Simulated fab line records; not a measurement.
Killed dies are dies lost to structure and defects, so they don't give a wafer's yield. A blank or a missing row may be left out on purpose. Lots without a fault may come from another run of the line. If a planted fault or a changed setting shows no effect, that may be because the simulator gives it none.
fab line records / flow sky130
[record] lots = 7 wafers = 21 last_day = 49
route steps=708 shown SONOS_TUNNEL@156 SONOS_ONO@168 PAD_OPEN@708
lots that met no fault: from a run of the same line without faults
start_h: the number of hours between the record's first day and the start of the first shown wafer of the lot / wait_h: hours elapsed since this lot's preceding step / " identical to the entry in the row above / L1.1+2: a single row standing in for several wafers / - value missing, or start not given / * or withheld: withheld / < > ~ a bound
route shown NAME@n: a module of which the file shows steps, and the number in the route of the first / usual: average and standard deviation across the fault-free wafers / same: alike in all rows / chamber/n: place in a boat / sites: per-site readings / _std_site: their standard deviation / _edge_site: the outer-site mean with the inner-site mean subtracted / radius_mm: how far each site lies from the wafer's centre / mask NAME#n: copy n / behind: the tool/chamber that last shaped the wafer / hold: reason for holding the lot/hours on hold/outcome of the hold / device: which transistor (n, p or np) failed to switch / end of line: the tests these same wafers got at the end of their route / a step with no rows: only its recipe / killed: dies that structure and defects cost at the first sort, which is not the same as the wafer's yield / map: a wafer's dies, x killed, . not, _ none there
set.NAME: the run value of the setting; set.NAME@STEP: its run value at that earlier step / model.NAME: the simulator's own value behind a step, which no gauge read
lots at some steps of the route; a table a step, a row a wafer
services: when a tool's chamber went out of use (start_h, in hours from the record's first day, below 0 if earlier), for how many hours, and the reason
[[steps]]
[step SKY_SONOS_TUNNEL_COAT_02]
[recipe] resist = NOVOLAK spin_rpm = 3000 resist_thk_nm = 1140
[step SKY_SONOS_TUNNEL_SOFTBAKE_03]
[recipe] temp_c = 90 time_s = 60 resist = NOVOLAK
[step SKY_SONOS_TUNNEL_EXPOSE_04]
[recipe] mask_id = TUNM na = 0.6 source_shape = conventional sigma_outer = 0.6 polarization = unpolarized target_cd_nm = 410 dose_mj = 136
[step SKY_SONOS_TUNNEL_PEB_05]
[recipe] temp_c = withheld time_s = * resist = NOVOLAK
[step SKY_SONOS_TUNNEL_DEVELOP_06]
[recipe] resist = NOVOLAK developer = TMAH develop_time_s = 60 dev_temp_c = 23
[step SKY_SONOS_TUNNEL_CD_MEAS_07]
[recipe] target_cd_nm = 410
[usual] cd_nm = 410.4/2.5
lot.wafer=L137.2 tool=cd_sem-02 chamber=- start_h=251.54 wait_h=0.1 cd_nm=410.3
lot.wafer=L137.3 tool=cd_sem-02 chamber=- start_h=251.54 wait_h=0.1 cd_nm=411.3
lot.wafer=L137.6 tool=cd_sem-02 chamber=- start_h=251.54 wait_h=0.1 cd_nm=413.6
lot.wafer=L139.2 tool=cd_sem-01 chamber=- start_h=264.29 wait_h=0.1 cd_nm=412.8
lot.wafer=L139.4 tool=cd_sem-01 chamber=- start_h=264.29 wait_h=0.1 cd_nm=412.9
lot.wafer=L139.5 tool=cd_sem-01 chamber=- start_h=264.29 wait_h=0.1 cd_nm=412.2
lot.wafer=L142.3 tool=cd_sem-01 chamber=- start_h=292.76 wait_h=0.1 cd_nm=409.9
lot.wafer=L142.5 tool=cd_sem-01 chamber=- start_h=292.76 wait_h=0.1 cd_nm=410.1
lot.wafer=L142.6 tool=cd_sem-01 chamber=- start_h=292.76 wait_h=0.1 cd_nm=410.7
lot.wafer=L143.2 tool=cd_sem-02 chamber=- start_h=299.19 wait_h=0.1 cd_nm=406.8
lot.wafer=L143.5 tool=cd_sem-02 chamber=- start_h=299.19 wait_h=0.1 cd_nm=404.8
lot.wafer=L143.6 tool=cd_sem-02 chamber=- start_h=299.19 wait_h=0.1 cd_nm=404.3
lot.wafer=L146.2 tool=cd_sem-01 chamber=- start_h=318.99 wait_h=0.1 cd_nm=409.1
lot.wafer=L146.4 tool=cd_sem-01 chamber=- start_h=318.99 wait_h=0.1 cd_nm=407.1
lot.wafer=L146.6 tool=cd_sem-01 chamber=- start_h=318.99 wait_h=0.1 cd_nm=408.3
lot.wafer=L152.2 tool=cd_sem-01 chamber=- start_h=365.35 wait_h=0.1 cd_nm=411.1
lot.wafer=L152.4 tool=cd_sem-01 chamber=- start_h=365.35 wait_h=0.1 cd_nm=409.1
lot.wafer=L152.6 tool=cd_sem-01 chamber=- start_h=365.35 wait_h=0.1 cd_nm=409.7
lot.wafer=L153.3 tool=cd_sem-02 chamber=- start_h=376.51 wait_h=0.1 cd_nm=404.4
lot.wafer=L153.4 tool=cd_sem-02 chamber=- start_h=376.51 wait_h=0.1 cd_nm=407.2
lot.wafer=L153.6 tool=cd_sem-02 chamber=- start_h=376.51 wait_h=0.1 cd_nm=406.7
[step SKY_SONOS_TUNNEL_OVL_MEAS_08]
[usual] SONOS_TUNNEL_OVL = 0.0/1.5
lot.wafer=L137.2 tool=overlay-01 chamber=- start_h=251.65 wait_h=0.1 SONOS_TUNNEL_OVL[nm]=-0.2
lot.wafer=L137.3 tool=overlay-01 chamber=- start_h=251.65 wait_h=0.1 SONOS_TUNNEL_OVL[nm]=-0.5
lot.wafer=L137.6 tool=overlay-01 chamber=- start_h=251.65 wait_h=0.1 SONOS_TUNNEL_OVL[nm]=-1.3
lot.wafer=L139.2 tool=overlay-01 chamber=- start_h=264.40 wait_h=0.1 SONOS_TUNNEL_OVL[nm]=2.1
lot.wafer=L139.4 tool=overlay-01 chamber=- start_h=264.40 wait_h=0.1 SONOS_TUNNEL_OVL[nm]=2.8
lot.wafer=L139.5 tool=overlay-01 chamber=- start_h=264.40 wait_h=0.1 SONOS_TUNNEL_OVL[nm]=1.1
lot.wafer=L142.3 tool=overlay-01 chamber=- start_h=292.85 wait_h=0.1 SONOS_TUNNEL_OVL[nm]=-0.8
lot.wafer=L142.5 tool=overlay-01 chamber=- start_h=292.85 wait_h=0.1 SONOS_TUNNEL_OVL[nm]=0.8
lot.wafer=L142.6 tool=overlay-01 chamber=- start_h=292.85 wait_h=0.1 SONOS_TUNNEL_OVL[nm]=0.3
lot.wafer=L143.2 tool=overlay-02 chamber=- start_h=299.30 wait_h=0.1 SONOS_TUNNEL_OVL[nm]=-0.8
lot.wafer=L143.5 tool=overlay-02 chamber=- start_h=299.30 wait_h=0.1 SONOS_TUNNEL_OVL[nm]=-0.1
lot.wafer=L143.6 tool=overlay-02 chamber=- start_h=299.30 wait_h=0.1 SONOS_TUNNEL_OVL[nm]=-1.8
lot.wafer=L146.2 tool=overlay-01 chamber=- start_h=319.10 wait_h=0.1 SONOS_TUNNEL_OVL[nm]=-2.2
lot.wafer=L146.4 tool=overlay-01 chamber=- start_h=319.10 wait_h=0.1 SONOS_TUNNEL_OVL[nm]=-2.6
lot.wafer=L146.6 tool=overlay-01 chamber=- start_h=319.10 wait_h=0.1 SONOS_TUNNEL_OVL[nm]=-2.4
lot.wafer=L152.2 tool=overlay-01 chamber=- start_h=365.46 wait_h=0.1 SONOS_TUNNEL_OVL[nm]=-1.6
lot.wafer=L152.4 tool=overlay-01 chamber=- start_h=365.46 wait_h=0.1 SONOS_TUNNEL_OVL[nm]=-0.6
lot.wafer=L152.6 tool=overlay-01 chamber=- start_h=365.46 wait_h=0.1 SONOS_TUNNEL_OVL[nm]=-0.1
lot.wafer=L153.3 tool=overlay-01 chamber=- start_h=376.61 wait_h=0.1 SONOS_TUNNEL_OVL[nm]=-0.3
lot.wafer=L153.4 tool=overlay-01 chamber=- start_h=376.61 wait_h=0.1 SONOS_TUNNEL_OVL[nm]=0.5
lot.wafer=L153.6 tool=overlay-01 chamber=- start_h=376.61 wait_h=0.1 SONOS_TUNNEL_OVL[nm]=0.0
[step SKY_SONOS_TUNNEL_IMPLANT_09]
[recipe] species = B energy_kev = 20 dose_cm2 = 1e+12 tilt_deg = withheld
[step SKY_SONOS_TUNNEL_WET_ETCH_10]
[recipe] chemistry = dHF target_depth_nm = 14 target = SiO2 dilution = 100:1 temp_c = 25 time_s = 280
[step SKY_SONOS_TUNNEL_STRIP_11]
[recipe] chemistry = SPM time_s = 600 temp_c = 130
[step SKY_SONOS_TUNNEL_TW_MEAS_12]
[usual] SONOS_TUNNEL_TW = 196.6/1.2
lot.wafer=L137.2 tool=film_metro-04 chamber=- start_h=252.10 wait_h=0.0 SONOS_TUNNEL_TW=196.7
lot.wafer=L137.3 tool=film_metro-04 chamber=- start_h=252.10 wait_h=0.0 SONOS_TUNNEL_TW=197.0
lot.wafer=L137.6 tool=film_metro-04 chamber=- start_h=252.10 wait_h=0.0 SONOS_TUNNEL_TW=196.9
lot.wafer=L139.2 tool=film_metro-04 chamber=- start_h=264.87 wait_h=0.0 SONOS_TUNNEL_TW=197.6
lot.wafer=L139.4 tool=film_metro-04 chamber=- start_h=264.87 wait_h=0.0 SONOS_TUNNEL_TW=198.0
lot.wafer=L139.5 tool=film_metro-04 chamber=- start_h=264.87 wait_h=0.0 SONOS_TUNNEL_TW=198.1
lot.wafer=L142.3 tool=film_metro-01 chamber=- start_h=293.31 wait_h=0.0 SONOS_TUNNEL_TW=195.1
lot.wafer=L142.5 tool=film_metro-01 chamber=- start_h=293.31 wait_h=0.0 SONOS_TUNNEL_TW=194.7
lot.wafer=L142.6 tool=film_metro-01 chamber=- start_h=293.31 wait_h=0.0 SONOS_TUNNEL_TW=195.6
lot.wafer=L143.2 tool=film_metro-02 chamber=- start_h=299.75 wait_h=0.0 SONOS_TUNNEL_TW=199.2
lot.wafer=L143.5 tool=film_metro-02 chamber=- start_h=299.75 wait_h=0.0 SONOS_TUNNEL_TW=200.2
lot.wafer=L143.6 tool=film_metro-02 chamber=- start_h=299.75 wait_h=0.0 SONOS_TUNNEL_TW=198.3
lot.wafer=L146.2 tool=film_metro-04 chamber=- start_h=319.55 wait_h=0.0 SONOS_TUNNEL_TW=195.9
lot.wafer=L146.4 tool=film_metro-04 chamber=- start_h=319.55 wait_h=0.0 SONOS_TUNNEL_TW=196.6
lot.wafer=L146.6 tool=film_metro-04 chamber=- start_h=319.55 wait_h=0.0 SONOS_TUNNEL_TW=197.0
lot.wafer=L152.2 tool=film_metro-04 chamber=- start_h=365.92 wait_h=0.0 SONOS_TUNNEL_TW=197.6
lot.wafer=L152.4 tool=film_metro-04 chamber=- start_h=365.92 wait_h=0.0 SONOS_TUNNEL_TW=196.1
lot.wafer=L152.6 tool=film_metro-04 chamber=- start_h=365.92 wait_h=0.0 SONOS_TUNNEL_TW=196.8
lot.wafer=L153.3 tool=film_metro-02 chamber=- start_h=377.06 wait_h=0.0 SONOS_TUNNEL_TW=196.0
lot.wafer=L153.4 tool=film_metro-02 chamber=- start_h=377.06 wait_h=0.0 SONOS_TUNNEL_TW=195.0
lot.wafer=L153.6 tool=film_metro-02 chamber=- start_h=377.06 wait_h=0.0 SONOS_TUNNEL_TW=195.3
[step SKY_SONOS_TUNNEL_CLEAN_13]
[recipe] chemistry = dHF time_s = 20 dilution = 100:1 dry = ipa_marangoni
[step SKY_SONOS_ONO_OXIDATION_00]
[recipe] temp_c = 800 ambient = O2 idle_temp_c = 700 ramp_up_c_per_min = 10 ramp_down_c_per_min = 3 stabilise_s = 600 purge_s = 300 target_thk_a = 26 ox_time_s = 1249
lot.wafer=L137.2+3+6 tool=furnace-02 chamber=0 start_h=252.33 wait_h=0.2
lot.wafer=L137.2+3+6 tool=furnace-01 chamber=0 start_h=254.33 wait_h=0.7
lot.wafer=L139.2+4+5 tool=furnace-01 chamber=0 start_h=265.00 wait_h=0.0
lot.wafer=L142.3+5+6 tool=furnace-01 chamber=0 start_h=293.36 wait_h=0.0
lot.wafer=L143.2+5+6 tool=furnace-01 chamber=0 start_h=300.52 wait_h=0.7
lot.wafer=L143.2+5+6 tool=furnace-02 chamber=0 start_h=302.21 wait_h=0.3
lot.wafer=L146.2+4+6 tool=furnace-02 chamber=0 start_h=319.61 wait_h=0.0
lot.wafer=L146.2+4+6 tool=furnace-01 chamber=0 start_h=321.63 wait_h=0.7
lot.wafer=L152.2+4+6 tool=furnace-01 chamber=0 start_h=366.73 wait_h=0.7
lot.wafer=L153.3+4+6 tool=furnace-02 chamber=0 start_h=377.81 wait_h=0.7
[step SKY_SONOS_ONO_THK_MEAS_01]
[recipe] reads = SiO2_of_SONOS_ONO_OXIDATION_00
[usual] SONOS_ONO_OXIDATION_THK = 2.59/0.058
lot.wafer=L137.2 tool=film_metro-03 chamber=- start_h=255.73 wait_h=0.1 SONOS_ONO_OXIDATION_THK[nm]=4.23
lot.wafer=L137.3 tool=film_metro-03 chamber=- start_h=255.73 wait_h=0.1 SONOS_ONO_OXIDATION_THK[nm]=4.30
lot.wafer=L137.6 tool=film_metro-03 chamber=- start_h=255.73 wait_h=0.1 SONOS_ONO_OXIDATION_THK[nm]=4.29
lot.wafer=L137.2 tool=film_metro-03 chamber=- start_h=255.96 wait_h=0.2 SONOS_ONO_OXIDATION_THK[nm]=4.26
lot.wafer=L137.3 tool=film_metro-03 chamber=- start_h=255.96 wait_h=0.2 SONOS_ONO_OXIDATION_THK[nm]=4.30
lot.wafer=L137.6 tool=film_metro-03 chamber=- start_h=255.96 wait_h=0.2 SONOS_ONO_OXIDATION_THK[nm]=4.31
lot.wafer=L139.2 tool=film_metro-01 chamber=- start_h=266.35 wait_h=0.0 SONOS_ONO_OXIDATION_THK[nm]=2.52
lot.wafer=L139.4 tool=film_metro-01 chamber=- start_h=266.35 wait_h=0.0 SONOS_ONO_OXIDATION_THK[nm]=2.52
lot.wafer=L139.5 tool=film_metro-01 chamber=- start_h=266.35 wait_h=0.0 SONOS_ONO_OXIDATION_THK[nm]=2.54
lot.wafer=L142.3 tool=film_metro-02 chamber=- start_h=294.73 wait_h=0.0 SONOS_ONO_OXIDATION_THK[nm]=2.55
lot.wafer=L142.5 tool=film_metro-02 chamber=- start_h=294.73 wait_h=0.0 SONOS_ONO_OXIDATION_THK[nm]=2.57
lot.wafer=L142.6 tool=film_metro-02 chamber=- start_h=294.73 wait_h=0.0 SONOS_ONO_OXIDATION_THK[nm]=2.66
lot.wafer=L143.2 tool=film_metro-01 chamber=- start_h=303.67 wait_h=0.1 SONOS_ONO_OXIDATION_THK[nm]=4.38
lot.wafer=L143.5 tool=film_metro-01 chamber=- start_h=303.67 wait_h=0.1 SONOS_ONO_OXIDATION_THK[nm]=4.24
lot.wafer=L143.6 tool=film_metro-01 chamber=- start_h=303.67 wait_h=0.1 SONOS_ONO_OXIDATION_THK[nm]=4.32
lot.wafer=L143.2 tool=film_metro-01 chamber=- start_h=303.90 wait_h=0.2 SONOS_ONO_OXIDATION_THK[nm]=4.34
lot.wafer=L143.5 tool=film_metro-01 chamber=- start_h=303.90 wait_h=0.2 SONOS_ONO_OXIDATION_THK[nm]=4.16
lot.wafer=L143.6 tool=film_metro-01 chamber=- start_h=303.90 wait_h=0.2 SONOS_ONO_OXIDATION_THK[nm]=4.30
lot.wafer=L146.2 tool=film_metro-01 chamber=- start_h=322.99 wait_h=0.0 SONOS_ONO_OXIDATION_THK[nm]=4.25
lot.wafer=L146.4 tool=film_metro-01 chamber=- start_h=322.99 wait_h=0.0 SONOS_ONO_OXIDATION_THK[nm]=4.15
lot.wafer=L146.6 tool=film_metro-01 chamber=- start_h=322.99 wait_h=0.0 SONOS_ONO_OXIDATION_THK[nm]=4.30
lot.wafer=L146.2 tool=film_metro-01 chamber=- start_h=323.22 wait_h=0.2 SONOS_ONO_OXIDATION_THK[nm]=4.24
lot.wafer=L146.4 tool=film_metro-01 chamber=- start_h=323.22 wait_h=0.2 SONOS_ONO_OXIDATION_THK[nm]=4.18
lot.wafer=L146.6 tool=film_metro-01 chamber=- start_h=323.22 wait_h=0.2 SONOS_ONO_OXIDATION_THK[nm]=4.23
lot.wafer=L152.2 tool=film_metro-01 chamber=- start_h=368.09 wait_h=0.0 SONOS_ONO_OXIDATION_THK[nm]=2.66
lot.wafer=L152.4 tool=film_metro-01 chamber=- start_h=368.09 wait_h=0.0 SONOS_ONO_OXIDATION_THK[nm]=2.68
lot.wafer=L152.6 tool=film_metro-01 chamber=- start_h=368.09 wait_h=0.0 SONOS_ONO_OXIDATION_THK[nm]=2.63
lot.wafer=L153.3 tool=film_metro-01 chamber=- start_h=379.17 wait_h=0.0 SONOS_ONO_OXIDATION_THK[nm]=2.60
lot.wafer=L153.4 tool=film_metro-01 chamber=- start_h=379.17 wait_h=0.0 SONOS_ONO_OXIDATION_THK[nm]=2.59
lot.wafer=L153.6 tool=film_metro-01 chamber=- start_h=379.17 wait_h=0.0 SONOS_ONO_OXIDATION_THK[nm]=2.60
[step SKY_SONOS_ONO_CVD_02]
[recipe] material = Si3N4 precursor = DCS/NH3 target_thk_nm = 10.5 temp_c = 770 time_s = 180 pressure_mtorr = 250
[step SKY_PAD_OPEN_PROBE_99]
[usual] killed_at_M0_to_M3 = 43/7.1 killed_at_M4_up = 3.1/1.7 killed_at_contacts = 23/5.1 killed_at_front_end = 14/4.4 killed_at_other = 0.3/0.47 killed_dies = 84/9.9 killed_open = 45/6.6 killed_short = 38/6.8
[same] gross_dies = 492 killed_at_back_side = 0
lot.wafer=L139.2 tool=prober-02 chamber=- start_h=1092.00 wait_h=0.1 killed_at_M0_to_M3=32 killed_at_M4_up=1 killed_at_contacts=23 killed_at_front_end=14 killed_at_other=0 killed_dies=70 killed_open=43 killed_short=27
lot.wafer=L139.4 tool=prober-02 chamber=- start_h=1092.10 wait_h=0.2 killed_at_M0_to_M3=49 killed_at_M4_up=5 killed_at_contacts=26 killed_at_front_end=17 killed_at_other=0 killed_dies=97 killed_open=53 killed_short=44
lot.wafer=L139.5 tool=prober-02 chamber=- start_h=1092.15 wait_h=0.2 killed_at_M0_to_M3=38 killed_at_M4_up=0 killed_at_contacts=16 killed_at_front_end=18 killed_at_other=0 killed_dies=72 killed_open=44 killed_short=28
lot.wafer=L143.2 tool=prober-02 chamber=- start_h=1120.66 wait_h=0.1 killed_at_M0_to_M3=44 killed_at_M4_up=4 killed_at_contacts=21 killed_at_front_end=14 killed_at_other=0 killed_dies=83 killed_open=48 killed_short=35
lot.wafer=L143.5 tool=prober-02 chamber=- start_h=1120.81 wait_h=0.2 killed_at_M0_to_M3=29 killed_at_M4_up=6 killed_at_contacts=33 killed_at_front_end=18 killed_at_other=1 killed_dies=87 killed_open=45 killed_short=42
lot.wafer=L143.6 tool=prober-02 chamber=- start_h=1120.86 wait_h=0.2 killed_at_M0_to_M3=38 killed_at_M4_up=3 killed_at_contacts=16 killed_at_front_end=18 killed_at_other=1 killed_dies=76 killed_open=44 killed_short=32
lot.wafer=L153.3 tool=prober-01 chamber=- start_h=1168.01 wait_h=0.2 killed_at_M0_to_M3=53 killed_at_M4_up=3 killed_at_contacts=29 killed_at_front_end=8 killed_at_other=0 killed_dies=93 killed_open=50 killed_short=43
lot.wafer=L153.4 tool=prober-01 chamber=- start_h=1168.06 wait_h=0.2 killed_at_M0_to_M3=44 killed_at_M4_up=4 killed_at_contacts=27 killed_at_front_end=14 killed_at_other=0 killed_dies=89 killed_open=48 killed_short=41
lot.wafer=L153.6 tool=prober-01 chamber=- start_h=1168.16 wait_h=0.2 killed_at_M0_to_M3=40 killed_at_M4_up=4 killed_at_contacts=29 killed_at_front_end=15 killed_at_other=1 killed_dies=89 killed_open=48 killed_short=41
// killed by level:class
L139.2 VIA1:geometric_particle:open=9 CONTACT:geometric_particle:open=8 VIA3:geometric_particle:open=6 LI_CONTACT:geometric_particle:open=5 LOCAL_INTERCONNECT:geometric_particle:short=5 VIA2:geometric_particle:short=4 POLY_GATE:geometric_particle:open=3 SPACER:geometric_particle:open=3
L139.4 CONTACT:geometric_particle:open=8 VIA2:geometric_particle:open=8 VIA3:geometric_particle:open=8 CONTACT:geometric_particle:short=7 METAL1:geometric_particle:short=7 VIA1:geometric_particle:open=7 LI_CONTACT:geometric_particle:open=6 POLY_GATE:geometric_particle:short=5
L139.5 VIA1:geometric_particle:open=16 POLY_GATE:geometric_particle:open=7 VIA3:geometric_particle:open=6 METAL2:geometric_particle:short=6 CONTACT:geometric_particle:short=5 LOCAL_INTERCONNECT:geometric_particle:short=4 CONTACT:geometric_particle:open=4 SONOS_ONO:geometric_particle:short=3
L143.2 LI_CONTACT:geometric_particle:open=9 VIA1:geometric_particle:open=9 VIA2:geometric_particle:open=8 FIELD_ISO:geometric_particle:open=6 METAL1:geometric_particle:short=6 VIA3:geometric_particle:open=6 METAL2:geometric_particle:short=5 CONTACT:geometric_particle:short=4
L143.5 CONTACT:geometric_particle:open=14 LI_CONTACT:geometric_particle:open=8 VIA1:geometric_particle:open=7 POLY_GATE:geometric_particle:short=6 LOCAL_INTERCONNECT:geometric_particle:short=5 FIELD_ISO:geometric_particle:short=4 POLY_GATE:geometric_particle:open=4 METAL1:geometric_particle:short=4
L143.6 VIA1:geometric_particle:open=11 CONTACT:geometric_particle:open=7 METAL2:geometric_particle:short=7 LI_CONTACT:geometric_particle:open=6 FIELD_ISO:geometric_particle:open=5 POLY_GATE:geometric_particle:open=5 POLY_GATE:geometric_particle:short=4 VIA3:geometric_particle:open=4
L153.3 CONTACT:geometric_particle:open=13 VIA1:geometric_particle:open=13 VIA1:geometric_particle:short=7 LI_CONTACT:geometric_particle:open=6 VIA2:geometric_particle:open=6 METAL3:geometric_particle:short=5 VIA3:geometric_particle:open=5 LI_CONTACT:geometric_particle:short=4
L153.4 VIA1:geometric_particle:open=12 LI_CONTACT:geometric_particle:open=7 CONTACT:geometric_particle:short=7 CONTACT:geometric_particle:open=6 METAL1:geometric_particle:short=5 VIA3:geometric_particle:open=5 METAL3:geometric_particle:short=5 POLY_GATE:geometric_particle:open=4
L153.6 CONTACT:geometric_particle:open=12 VIA1:geometric_particle:open=8 CONTACT:geometric_particle:short=7 VIA3:geometric_particle:open=6 LI_CONTACT:geometric_particle:open=5 POLY_GATE:geometric_particle:open=5 METAL2:geometric_particle:short=5 VIA1:geometric_particle:short=5
[[services]]
tool=furnace-02 chamber=- start_h=257.84 hours=3.3 kind=pm
tool=furnace-01 chamber=- start_h=266.34 hours=3.6 kind=pm
tool=furnace-01 chamber=- start_h=317.10 hours=2.8 kind=pm
[[key]]
[first_sign] step = SKY_SONOS_ONO_OXIDATION_00 reading = visit direction = added
[effect] step = SKY_SONOS_ONO_THK_MEAS_01 reading = visit direction = added
[effect] step = SKY_SONOS_ONO_THK_MEAS_01 reading = SONOS_ONO_OXIDATION_THK direction = up sigmas = 29 usual = 2.59 struck = 4.27
met_at SKY_SONOS_ONO_OXIDATION_00
struck_wafers L137.2,L137.3,L137.6,L143.2,L143.5,L143.6,L146.2,L146.4,L146.6
tester_left_out L137,L143,L146
[fault] kind = repeated_step_whole tool = furnace-01,furnace-02 chamber = - onset_h = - steps = SKY_SONOS_ONO_OXIDATION_00 times = 1 scope = struck_lots_only
// tester_left_out: of these lots the tester's yield and bins aren't shown, on N5 and GAA mostly nor the transistor test; their killed dies are dies lost to structure and defects alone, not to doping, threshold or leakage, so they don't give the yield
